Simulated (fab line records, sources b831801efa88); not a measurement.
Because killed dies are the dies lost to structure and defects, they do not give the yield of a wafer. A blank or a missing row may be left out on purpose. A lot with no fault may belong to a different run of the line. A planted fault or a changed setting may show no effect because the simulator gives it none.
fab line records	flow sky130
record: lots: 6	wafers: 18	last-day: 49
route steps=708 shown METAL1@454 VIA1@458 PAD_OPEN@708
lots that met no fault: from a run of the same line without faults
start-h: hours from the record's first day to the start of the lot's first wafer shown	wait-h: how many hours have passed since the lot's step before this one	" unchanged from the row above	L1.1+2: one row covering several wafers at once	- no value, or no start given	* or withheld: withheld	< > ~ a bound
route shown NAME@n: NAME is a module with steps in the file, n the number in the route of the first one	usual: average and standard deviation across the fault-free wafers	same: alike in all rows	chamber/n: place in a boat	sites: readings site by site	_std_site: the standard deviation of these	_edge_site: outer sites' mean less inner sites'	radius-mm: for every site, how far away it sits from the centre of the wafer	mask NAME#n: copy n	behind: the most recent tool/chamber to have shaped the wafer	hold: cause of the lot's hold/its duration in hours/its outcome	device: the transistor (n, p or np) that didn't switch	end of line: tests of these same wafers at the route's end	step lacking rows: just its recipe	killed: dies that structure and defects cost at the first sort, which is not the same as the wafer's yield	map: a wafer's dies, x killed, . not, _ none there
set.NAME: the run value of the setting; set.NAME@STEP: its run value at that earlier step	model.NAME: the simulator's own value behind a step, which no gauge read
lots seen at some steps along the route; tables by step, rows by wafer
services: when a tool's chamber went out of use (start-h, in hours from the record's first day, below 0 if earlier), for how many hours, and the reason
== steps ==
step: SKY_METAL1_STRIP_20
recipe: chemistry: O2/N2	power-w: 1400	pressure-mtorr: 1500	platen-temp-c: withheld	o2-flow-sccm: 3000	n2-flow-sccm: 300	overash-fraction: 0.5
usual: drypump-motor-current-A: 5.81/0.28	oes-product-au: 0.344/0.0047	strip-time-to-endpoint-s: 2.73/0.05
lot.wafer	tool	chamber	start-h	wait-h	drypump-motor-current-A	oes-product-au	rf-hours-counter-h	strip-time-to-endpoint-s
L789.2	plasma-asher-03	1	770.94	0.1	5.60	0.352	58	2.79
L789.5	"	1	"	"	5.58	0.349	-	2.85
L789.6	"	0	"	"	5.49	0.348	-	2.63
L791.1	plasma-asher-03	1	787.12	0.1	5.59	0.345	59	2.75
L791.2	"	0	"	"	5.50	0.335	59	2.70
L791.5	"	0	"	"	5.49	0.346	-	2.72
L798.2	plasma-asher-01	1	839.03	0.1	5.90	0.349	40	2.77
L798.3	"	1	"	"	5.91	0.338	-	2.76
L798.5	"	0	"	"	6.25	0.337	-	2.68
L800.1	plasma-asher-01	0	852.03	0.1	6.24	0.348	42	2.73
L800.3	"	0	"	"	6.23	0.340	-	2.69
L800.5	"	1	"	"	5.91	0.339	-	2.64
L806.1	plasma-asher-01	0	897.05	0.1	6.23	0.337	46	2.70
L806.2	"	1	"	"	5.89	0.339	46	2.73
L806.5	"	0	"	"	6.23	0.341	-	2.72
L808.2	plasma-asher-03	0	907.43	0.1	5.50	0.341	72	2.78
L808.3	"	1	"	"	5.58	0.338	-	2.77
L808.5	"	1	"	"	5.59	0.348	-	2.77
step: SKY_METAL1_STRIP_21
recipe: chemistry: post-etch-residue-remover	time-s: 1200	temp-c: 72.5
step: SKY_METAL1_CLEAN_22
recipe: chemistry: IPA	time-s: 180	temp-c: 25
step: SKY_METAL1_CLEAN_23
recipe: chemistry: O3/DIW	dry: n2-spin
step: SKY_VIA1_HDPCVD_00
recipe: material: SiO2	target-thk-nm: 1030	sigma-open-frac: 0.3	time-s: 171.7	temp-c: 400	sih4-flow-sccm: 60	pressure-mtorr: 6
step: SKY_VIA1_THK_MEAS_01
recipe: reads: SiO2_of_VIA1_HDPCVD_00
usual: VIA1_HDPCVD_THK: 1029/13
lot.wafer	tool	chamber	start-h	wait-h	VIA1_HDPCVD_THK[nm]
L789.2	film-metro-02	-	771.70	0.1	1030
L789.5	"	-	"	"	1032
L789.6	"	-	"	"	1019
L791.1	film-metro-03	-	787.83	0.1	1019
L791.2	"	-	"	"	1030
L791.5	"	-	"	"	1018
L798.2	film-metro-03	-	839.78	0.1	1032
L798.3	"	-	"	"	1050
L798.5	"	-	"	"	1018
L800.1	film-metro-03	-	852.77	0.1	1015
L800.3	"	-	"	"	1031
L800.5	"	-	"	"	1018
L806.1	film-metro-03	-	897.75	0.1	1020
L806.2	"	-	"	"	1050
L806.5	"	-	"	"	1024
L808.2	film-metro-04	-	908.14	0.1	1027
L808.3	"	-	"	"	1045
L808.5	"	-	"	"	1040
step: SKY_VIA1_CMP_02
recipe: material: SiO2	down-force-psi: 4	platen-rpm: 60	pad-velocity-m-s: 0.94248
usual: motor-current-A: 11.3/0.78	platen-rpm: 60.00/0.044
lot.wafer	tool	chamber	start-h	wait-h	motor-current-A	platen-rpm
L789.2	cmp-01	0	771.86	0.1	12.4	60.01
L789.5	"	2	"	"	10.4	60.02
L789.6	"	3	"	"	12.2	59.96
L791.1	cmp-01	2	787.94	0.1	9.9	59.93
L791.2	"	0	"	"	11.2	60.04
L791.5	"	2	"	"	10.2	60.02
L798.2	cmp-01	0	839.83	0.0	11.7	59.97
L798.3	"	2	"	"	10.3	60.02
L798.5	"	1	"	"	11.4	60.03
L800.3	cmp-02	3	852.83	0.0	11.3	59.86
L800.1	"	1	"	"	11.9	59.95
L800.5	"	3	"	"	11.1	60.01
L806.1	cmp-01	2	897.81	0.1	10.3	59.96
L806.2	"	0	"	"	11.6	60.04
L806.5	"	3	"	"	11.0	60.01
L808.2	cmp-02	2	908.24	0.1	10.2	60.02
L808.3	"	3	"	"	11.1	59.95
L808.5	"	1	"	"	11.8	60.00
step: SKY_VIA1_BOW_MEAS_03
recipe: mode: bow
usual: VIA1_BOW: 81/7.7
lot.wafer	tool	chamber	start-h	wait-h	VIA1_BOW[um]
L789.2	film-metro-04	-	772.09	0.2	74
L789.5	"	-	"	"	80
L789.6	"	-	"	"	81
L791.1	film-metro-03	-	788.19	0.2	80
L791.2	"	-	"	"	90
L791.5	"	-	"	"	92
L798.2	film-metro-03	-	840.15	0.3	79
L798.3	"	-	"	"	74
L798.5	"	-	"	"	77
L800.1	film-metro-02	-	853.13	0.1	80
L800.3	"	-	"	"	83
L800.5	"	-	"	"	74
L806.1	film-metro-04	-	898.11	0.2	77
L806.2	"	-	"	"	79
L806.5	"	-	"	"	75
L808.2	film-metro-02	-	908.51	0.2	77
L808.3	"	-	"	"	71
L808.5	"	-	"	"	79
step: SKY_VIA1_DEHYDRATE_04
recipe: temp-c: 200	time-s: 60
step: SKY_VIA1_HMDS_05
recipe: prime-time-s: 60	prime-temp-c: 120
step: SKY_VIA1_COAT_06
recipe: resist: BARC	temp-c: withheld	time-s: withheld	spin-rpm: 3000	resist-thk-nm: 60
step: SKY_VIA1_COAT_07
recipe: resist: KrF-thick	spin-rpm: 3000	resist-thk-nm: 450
step: SKY_VIA1_SOFTBAKE_08
recipe: temp-c: 100	time-s: 90	resist: KrF-thick
usual: exhaust-pa: 45.0/0.93	heater-power-total-W: 57.35/0.1	run-length-s: 119.06/0.22
lot.wafer	tool	chamber	start-h	wait-h	exhaust-pa	heater-power-total-W	run-length-s
L789.2	litho-track-02	0	784	-	44.9	57.45	119.03
L789.5	"	0	"	"	46.3	57.23	119.19
L789.6	"	0	"	"	46.4	57.25	119.33
L791.1	litho-track-03	0	801	-	45.4	57.47	118.91
L791.2	"	0	"	"	44.1	57.31	118.69
L791.5	"	0	"	"	45.1	57.20	118.61
L798.2	litho-track-04	0	853	-	44.2	59.20	110.25
L798.3	"	0	"	"	44.7	59.42	110.54
L798.5	"	0	"	"	45.9	59.42	110.31
L800.1	litho-track-04	0	866	-	45.2	59.45	110.29
L800.3	"	0	"	"	45.3	59.15	110.46
L800.5	"	0	"	"	43.9	59.30	110.47
L806.1	litho-track-03	0	911	-	46.3	57.36	118.67
L806.2	"	0	"	"	44.2	57.21	118.74
L806.5	"	0	"	"	45.3	57.55	118.69
L808.2	litho-track-02	0	920	-	46.8	57.31	119.19
L808.3	"	0	"	"	46.1	57.36	119.44
L808.5	"	0	"	"	45.7	57.41	119.13
step: SKY_VIA1_EXPOSE_09
recipe: mask-id: VIM	na: 0.8	source-shape: annular	sigma-inner: 0.55	sigma-outer: 0.85	target-cd-nm: 150	dose-mj: 38
step: SKY_PAD_OPEN_PROBE_99
usual: defect-limited-yield: 82.5/1.8	killed_at_M0_to_M3: 43/6.6	killed_at_M4_up: 2.9/1.8	killed-at-contacts: 25/5.3	killed-at-front-end: 15/4.1	killed-at-other: 0.3/0.6	killed-dies: 86/8.8	killed-open: 47/6.7	killed-short: 39/6.2	sort_bin_3_pad_short: 0.9/0.44	sort_bin_5_function: 10.3/1.6	sort_bin_6_memory: 6.3/1	sort-n-pass: 406/8.8	sort-yield-pct: 82.5/1.8
same: gross-dies: 492	killed-at-back-side: 0	sort_bin_4_leakage[%]: 0	sort_bin_8_speed[%]: 0
lot.wafer	tool	chamber	start-h	wait-h	defect-limited-yield[%]	killed_at_M0_to_M3	killed_at_M4_up	killed-at-contacts	killed-at-front-end	killed-at-other	killed-dies	killed-open	killed-short	sort_bin_3_pad_short[%]	sort_bin_5_function[%]	sort_bin_6_memory[%]	sort-n-pass	sort-yield-pct[%]
L789.2	prober-01	-	1080.33	0.1	82.1	43	4	23	17	1	88	51	37	1.0	9.6	7.3	404	82.1
L789.5	prober-01	-	1080.48	0.2	84.6	35	3	25	13	0	76	47	29	0.4	9.3	5.7	416	84.6
L789.6	prober-01	-	1080.53	0.2	83.3	43	3	24	12	0	82	47	35	0.6	10.0	6.1	410	83.3
L791.1	prober-01	-	1092.30	0.1	83.9	40	5	22	12	0	79	44	35	0.8	9.3	5.9	413	83.9
L791.2	prober-01	-	1092.35	0.1	83.9	33	4	28	14	0	79	50	29	0.2	10.8	5.1	413	83.9
L791.5	prober-01	-	1092.50	0.2	82.1	48	3	21	16	0	88	49	39	0.8	10.0	7.1	404	82.1
L798.2	prober-01	-	1136.19	0.1	82.1	39	4	34	11	0	88	46	42	0.8	11.4	5.7	404	82.1
L798.3	prober-01	-	1136.24	0.2	87.4	35	2	13	12	0	62	37	25	0.8	5.9	5.9	430	87.4
L798.5	prober-01	-	1136.34	0.2	78.5	59	1	35	10	1	106	60	46	1.8	13.6	6.1	386	78.5
L800.1	prober-01	-	1141.66	0.1	82.1	38	1	31	16	2	88	48	38	0.6	10.6	6.7	404	82.1
L800.3	prober-01	-	1141.76	0.2	79.5	44	1	35	21	0	101	62	38	1.8	13.2	5.5	391	79.5
L800.5	prober-01	-	1141.86	0.2	79.1	59	6	21	16	1	103	60	42	0.8	13.8	6.3	389	79.1
L806.1	prober-01	-	1176.52	0.1	81.1	51	6	30	5	1	93	57	36	0.4	13.6	4.9	399	81.1
L806.2	prober-01	-	1176.57	0.1	83.9	38	3	21	17	0	79	48	31	0.4	9.1	6.5	413	83.9
L806.5	prober-01	-	1176.72	0.2	82.1	44	3	28	13	0	88	54	33	0.6	11.4	5.9	404	82.1
L808.2	prober-01	-	1180.13	0.1	81.3	48	4	25	15	0	92	48	43	0.6	10.8	7.3	400	81.3
L808.3	prober-01	-	1180.18	0.2	82.7	41	3	27	13	1	85	45	39	1.2	8.9	7.1	407	82.7
L808.5	prober-01	-	1180.28	0.2	80.1	45	2	28	22	1	98	51	47	1.4	10.2	8.3	394	80.1
killed by level:class
L789.2 VIA2:geometric-particle:open=10 VIA1:geometric-particle:open=9 POLY_GATE:geometric-particle:open=8 LI_CONTACT:geometric-particle:open=8 METAL2:geometric-particle:short=8 CONTACT:geometric-particle:open=7 METAL3:geometric-particle:short=5 POLY_GATE:geometric-particle:short=3
L789.5 LI_CONTACT:geometric-particle:open=10 CONTACT:geometric-particle:open=10 VIA2:geometric-particle:open=8 VIA2:geometric-particle:short=6 FIELD_ISO:geometric-particle:open=4 METAL2:geometric-particle:short=4 METAL3:geometric-particle:short=4 FIELD_ISO:geometric-particle:short=3
L789.6 VIA1:geometric-particle:open=10 LI_CONTACT:geometric-particle:open=8 METAL1:geometric-particle:short=7 VIA2:geometric-particle:open=6 CONTACT:geometric-particle:open=6 VIA1:geometric-particle:short=5 METAL2:geometric-particle:short=5 FIELD_ISO:geometric-particle:open=4
L791.1 CONTACT:geometric-particle:open=11 METAL1:geometric-particle:short=7 VIA2:geometric-particle:open=6 LI_CONTACT:geometric-particle:open=5 VIA1:geometric-particle:open=5 METAL2:geometric-particle:short=5 VIA3:geometric-particle:open=5 FIELD_ISO:geometric-particle:open=4
L791.2 LI_CONTACT:geometric-particle:open=9 CONTACT:geometric-particle:open=9 VIA1:geometric-particle:open=6 METAL2:geometric-particle:short=5 VIA2:geometric-particle:open=5 VIA3:geometric-particle:open=5 POLY_GATE:geometric-particle:open=3 SPACER:geometric-particle:open=3
L791.5 VIA1:geometric-particle:open=13 CONTACT:geometric-particle:open=10 VIA2:geometric-particle:open=8 LOCAL_INTERCONNECT:geometric-particle:short=5 METAL2:geometric-particle:short=5 POLY_GATE:geometric-particle:short=4 VIA3:geometric-particle:open=4 VIA3:geometric-particle:short=4
L798.2 CONTACT:geometric-particle:open=11 LI_CONTACT:geometric-particle:open=10 METAL2:geometric-particle:short=8 VIA1:geometric-particle:open=7 FIELD_ISO:geometric-particle:open=6 CONTACT:geometric-particle:short=6 VIA3:geometric-particle:open=5 METAL1:geometric-particle:short=5
L798.3 VIA3:geometric-particle:open=10 LI_CONTACT:geometric-particle:open=8 METAL2:geometric-particle:short=6 VIA1:geometric-particle:open=5 VIA1:geometric-particle:short=4 FIELD_ISO:geometric-particle:open=3 METAL1:geometric-particle:short=3 CONTACT:geometric-particle:open=2
L798.5 VIA3:geometric-particle:open=15 METAL2:geometric-particle:short=11 CONTACT:geometric-particle:open=11 LI_CONTACT:geometric-particle:open=10 VIA1:geometric-particle:open=9 CONTACT:geometric-particle:short=6 VIA1:geometric-particle:short=6 FIELD_ISO:geometric-particle:open=5
L800.1 VIA1:geometric-particle:open=13 CONTACT:geometric-particle:open=11 CONTACT:geometric-particle:short=8 METAL2:geometric-particle:short=7 LI_CONTACT:geometric-particle:open=5 LOCAL_INTERCONNECT:geometric-particle:short=5 METAL1:geometric-particle:short=5 FIELD_ISO:geometric-particle:open=4
L800.3 CONTACT:geometric-particle:open=16 VIA1:geometric-particle:open=12 FIELD_ISO:geometric-particle:open=11 LOCAL_INTERCONNECT:geometric-particle:short=7 VIA2:geometric-particle:open=7 LI_CONTACT:geometric-particle:open=6 VIA3:geometric-particle:open=6 METAL1:geometric-particle:short=5
L800.5 VIA1:geometric-particle:open=21 VIA3:geometric-particle:open=10 CONTACT:geometric-particle:open=9 CONTACT:geometric-particle:short=6 VIA2:geometric-particle:open=6 FIELD_ISO:geometric-particle:short=5 METAL3:geometric-particle:short=5 METAL4:geometric-particle:short=4
L806.1 VIA1:geometric-particle:open=12 CONTACT:geometric-particle:open=9 VIA3:geometric-particle:open=9 LI_CONTACT:geometric-particle:open=7 VIA2:geometric-particle:open=7 LOCAL_INTERCONNECT:geometric-particle:short=6 VIA1:geometric-particle:short=6 METAL4:geometric-particle:short=4
L806.2 VIA1:geometric-particle:open=14 CONTACT:geometric-particle:open=9 SPACER:geometric-particle:open=6 VIA3:geometric-particle:open=5 CONTACT:geometric-particle:short=4 LI_CONTACT:geometric-particle:open=4 METAL1:geometric-particle:short=4 POLY_CUT:geometric-particle:open=3
L806.5 CONTACT:geometric-particle:open=14 VIA1:geometric-particle:open=12 LI_CONTACT:geometric-particle:open=7 VIA2:geometric-particle:open=7 METAL2:geometric-particle:short=6 SPACER:geometric-particle:open=5 VIA1:geometric-particle:short=5 METAL3:geometric-particle:short=4
L808.2 VIA1:geometric-particle:open=13 LI_CONTACT:geometric-particle:open=10 METAL1:geometric-particle:short=9 METAL2:geometric-particle:short=6 CONTACT:geometric-particle:open=6 VIA3:geometric-particle:open=6 FIELD_ISO:geometric-particle:open=5 POLY_GATE:geometric-particle:open=4
L808.3 LI_CONTACT:geometric-particle:open=9 VIA1:geometric-particle:open=9 VIA1:geometric-particle:short=7 CONTACT:geometric-particle:open=7 VIA3:geometric-particle:open=5 POLY_GATE:geometric-particle:open=4 LOCAL_INTERCONNECT:geometric-particle:short=4 CONTACT:geometric-particle:short=4
L808.5 CONTACT:geometric-particle:open=13 VIA1:geometric-particle:open=8 METAL2:geometric-particle:short=7 FIELD_ISO:geometric-particle:open=6 VIA3:geometric-particle:open=6 METAL1:geometric-particle:short=6 FIELD_ISO:geometric-particle:short=5 VIA2:geometric-particle:open=5
== services ==
tool	chamber	start-h	hours	kind
cmp-02	-	748.00	-	consumable-replace:conditioner
cmp-02	-	748.00	-	consumable-replace:pad
plasma-asher-03	-	751.83	6.1	repair
cmp-02	-	754.48	8.9	pm
cmp-02	-	764.97	1.2	repair
cmp-01	-	801.83	9.2	pm
cmp-01	-	854.20	1.3	repair
cmp-02	-	883.33	2.3	repair
plasma-asher-01	-	884.76	1.9	repair
cmp-02	-	885.61	5.8	pm
cmp-02	-	897.45	2.5	repair
cmp-02	-	903.28	4.3	repair
cmp-01	-	912.00	4.0	pm
cmp-01	-	916.00	-	consumable-replace:conditioner
cmp-01	-	916.00	-	consumable-replace:pad
== key ==
first-sign: step: SKY_VIA1_SOFTBAKE_08	reading: run-length-s	direction: down	sigmas: 39	usual: *	struck: *
effect: step: SKY_VIA1_SOFTBAKE_08	reading: heater-power-total-W	direction: up	sigmas: 19	usual: *	struck: *
met-at SKY_VIA1_SOFTBAKE_08
struck-wafers L798.2,L798.3,L798.5,L800.1,L800.3,L800.5
fault: kind: process-parameter-drift	tool: litho-track-04	chamber: -	onset-h: 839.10	steps: SKY_VIA1_SOFTBAKE_08	channel: time-s	offset: *	shape: step	end-h: 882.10	acts-in: *	stated: *
